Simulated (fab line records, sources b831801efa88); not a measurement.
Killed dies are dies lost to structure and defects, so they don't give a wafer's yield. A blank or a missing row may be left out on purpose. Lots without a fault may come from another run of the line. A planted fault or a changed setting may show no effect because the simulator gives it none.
A struck lot beside a sound one | flow sfq_line | 41 steps out of a route of 325
Sound: wafers L657.1, L657.2, L657.4. Struck: wafers L660.1, L660.2. (L660.5 of the same lot was not struck and is left out.) The cause comes at the end.
At each step with rows: each side's tool, then ch and its chambers, then its first start. Under that, the readings that differ: sound wafers | struck wafers | difference of the means | sigmas: that difference in standard deviations of wafers without a fault.
alike: readings whose means differ by less than 2 such deviations, and words and numbers that are the same on both sides. not compared: withheld readings, readings that some wafer has no value for, bounds like >300 that may hide the same value, and numbers for which the record gives no deviation and whose values overlap.
The two part at a step that has a row with sigmas, a row that says differs or no value, or rows on one side only. Numbers that don't overlap but have no deviation are shown without sigmas and don't part them. A reading that every wafer of one side lacks parts them only if that side has two wafers or more.

first, 6 steps without rows for these wafers: SFQ_TRILAYER_M7_LITHO_COAT_182 (resist thk 62 nm); SFQ_TRILAYER_M7_LITHO_COAT_177 (resist thk 600 nm); SFQ_TRILAYER_M7_LITHO_SOFTBAKE_181; SFQ_TRILAYER_M7_LITHO_EXPOSE_178 (exposes mask M7, target cd 500 nm); SFQ_TRILAYER_M7_LITHO_PEB_180 (peb time 60 s); SFQ_TRILAYER_M7_LITHO_DEVELOP_179 (time 60 s).
SFQ_M7_OVL_MEAS_945:
  sound on overlay-02, day 65 06:50; struck on overlay-02, day 70 03:02
  alike: M7_OVL
SFQ_TRILAYER_M7_BARC_OPEN_METAL_ETCH_229: etches BARC in O2, target depth 125 nm, time 41.7 s.
  sound on rie_metal-02 ch 0,1, day 65 06:52; struck on rie_metal-03 ch 0,1, day 70 03:04
  alike: drypump_motor_current_A, oes_product_au
  not compared: rf_hours_counter_h
SFQ_TRILAYER_M7_ETCH_METAL_ETCH_180: etches Nb in Cl2/Ar, stops on SiO2, target depth 240 nm, time 120 s.
  sound on rie_metal-02 ch 0,1, day 65 06:56; struck on rie_metal-03 ch 0,1, day 70 03:07
  alike: drypump_motor_current_A, oes_product_au
  not compared: rf_hours_counter_h
SFQ_TRILAYER_M7_STRIP_STRIP_181: strips in O2.
  sound on rie_metal-02 ch 0,1, day 65 07:04; struck on rie_metal-03 ch 0,1, day 70 03:15
  alike: drypump_motor_current_A, oes_product_au
  not compared: rf_hours_counter_h
then, 1 step without rows for these wafers: SFQ_TRILAYER_M7_STRIP_SOLV_CLEAN_182 (cleans in NMP, time 600 s).
SFQ_TRILAYER_I7_DEP_PECVD_183: deposits SiO2 from SiH4/N2O, time 111.11 s, target thk 500 nm.
  sound on pecvd-02 ch 1,2, day 65 07:50; struck on pecvd-02 ch 0,2, day 70 04:01
  alike: heater_power_w, showerhead_vpp_V, throttle_valve_pct
SFQ_TRILAYER_I7_CMP_CMP_184: polishes SiO2.
  sound on cmp-02 ch 0,1,3, day 65 23:22; struck on cmp-02 ch 2,3, day 70 05:06
  reading                                             | sound             | struck    | difference | sigmas
  time_to_endpoint_s (s)                              | 216 210 225       | 270 280   | +58        | +7
  model.SiO2_of_TRILAYER_I7_DEP_PECVD_183.thk_nm (nm) | 200.3 198.3 199.8 | 301.3 303 | +102.7     |
  alike: motor_current_A, retaining_ring_pressure_frac
SFQ_I7_BOW_MEAS_946:
  sound on film_metro-03, day 66 02:22; struck on film_metro-02, day 70 08:25
  reading     | sound    | struck | difference                    | sigmas
  I7_BOW (um) | 40 27 17 | - -    | no value on the struck wafers |
SFQ_TRILAYER_I7_METRO_MEASURE_185:
  sound on film_metro-03, day 66 02:29; struck on film_metro-02, day 70 15:37
  reading     | sound             | struck      | difference | sigmas
  thk_nm (nm) | 200.3 198.2 199.8 | 301.3 302.8 | +102.6     | +86
then, 6 steps without rows for these wafers: SFQ_TRILAYER_I7_VIA_LITHO_COAT_192 (resist thk 62 nm); SFQ_TRILAYER_I7_VIA_LITHO_COAT_187 (resist thk 650 nm); SFQ_TRILAYER_I7_VIA_LITHO_SOFTBAKE_191; SFQ_TRILAYER_I7_VIA_LITHO_EXPOSE_188 (exposes mask I7, target cd 1000 nm); SFQ_TRILAYER_I7_VIA_LITHO_PEB_190 (peb time 60 s); SFQ_TRILAYER_I7_VIA_LITHO_DEVELOP_189 (time 60 s).
-- the record jumps here: 3 days lie between the struck wafers' starts before and after --
SFQ_I7_OVL_MEAS_947:
  sound on overlay-02, day 70 06:38; struck on overlay-02, day 74 02:22
  alike: I7_OVL
SFQ_TRILAYER_I7_VIA_BARC_OPEN_VIA_ETCH_260: etches BARC in O2, target depth 125 nm, time 41.7 s.
  sound on rie_diel-01 ch 0,1,2, day 70 06:40; struck on rie_diel-01 ch 1,2, day 74 02:24
  alike: drypump_motor_current_A, oes_product_au
  not compared: rf_hours_counter_h
SFQ_TRILAYER_I7_VIA_ETCH_VIA_ETCH_190: etches SiO2 in CHF3, stops on Nb, target depth 260 nm.
  sound on rie_diel-01 ch 0,1,2, day 70 06:42; struck on rie_diel-01 ch 1,2, day 74 02:26
  reading                        | sound             | struck      | difference | sigmas
  oes_product_au (a.u.)          | 0.857 0.842 0.856 | 1.001 1.013 | +0.155     | +27
  model.etch.depth_nm (nm)       | 200.3 198.3 199.8 | 262.3 263.7 | +63.5      |
  model.I7.feature_depth_nm (nm) | 200.3 198.3 199.8 | 262.3 263.7 | +63.5      |
  alike: drypump_motor_current_A
then, 9 steps without rows for these wafers: SFQ_TRILAYER_I7_VIA_STRIP_STRIP_191 (strips in O2); SFQ_TRILAYER_I7_VIA_STRIP_SOLV_CLEAN_192 (cleans in NMP, time 600 s); SFQ_TRILAYER_M8_LITHO_LOR_COAT_197; SFQ_TRILAYER_M8_LITHO_LOR_BAKE_198; SFQ_TRILAYER_M8_LITHO_COAT_193 (resist thk 600 nm); SFQ_TRILAYER_M8_LITHO_SOFTBAKE_199; SFQ_TRILAYER_M8_LITHO_EXPOSE_194 (exposes mask M8, target cd 2000 nm); SFQ_TRILAYER_M8_LITHO_PEB_196 (peb time 60 s); SFQ_TRILAYER_M8_LITHO_DEVELOP_195 (img clear 15 s, time 55 s).
SFQ_M8_OVL_MEAS_948:
  sound on overlay-02, day 70 10:31; struck on overlay-02, day 74 06:14
  alike: M8_OVL
then, 3 steps without rows for these wafers: SFQ_TRILAYER_M8_DEP_EVAP_197 (material Ti, target thk 20 nm, time 100 s); SFQ_TRILAYER_M8_DEP_EVAP_198 (material Pt, target thk 50 nm, time 250 s); SFQ_TRILAYER_M8_DEP_EVAP_196 (material Au, target thk 180 nm, time 900 s).
SFQ_M8_RS_MEAS_949: measures by four-point-probe.
  sound on film_metro-04, day 70 11:18; struck on film_metro-01, day 74 07:01
  alike: M8_AU_RS
SFQ_M8_THK_MEAS_950: measures by xrf.
  sound on film_metro-04, day 70 11:25; struck on film_metro-01, day 74 07:08
  alike: M8_AU_THK
then, 1 step without rows for these wafers: SFQ_TRILAYER_M8_LIFTOFF_LIFTOFF_197 (chemistry NMP, time 600 s).
SFQ_M8_BOW_MEAS_951:
  sound on film_metro-01, day 70 11:39; struck on film_metro-03, day 74 07:23
  reading                 | sound             | struck      | difference | sigmas
  model.etest.i7.link_ohm | 1.055 1.054 1.053 | 1e+06 1e+06 | +1e+06     |
  alike: M8_BOW

WHERE THEY PART
First at SFQ_TRILAYER_I7_CMP_CMP_184; last, within this record, at SFQ_TRILAYER_I7_VIA_ETCH_VIA_ETCH_190. Later steps at which nothing parts them and some readings are alike: SFQ_M8_OVL_MEAS_948, SFQ_M8_RS_MEAS_949, SFQ_M8_THK_MEAS_950, SFQ_M8_BOW_MEAS_951.

WHY: what the simulator had put in
Process parameter drift: cmp-02, from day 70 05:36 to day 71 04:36, at SFQ_TRILAYER_I7_CMP_CMP_184. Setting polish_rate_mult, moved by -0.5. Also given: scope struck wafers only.
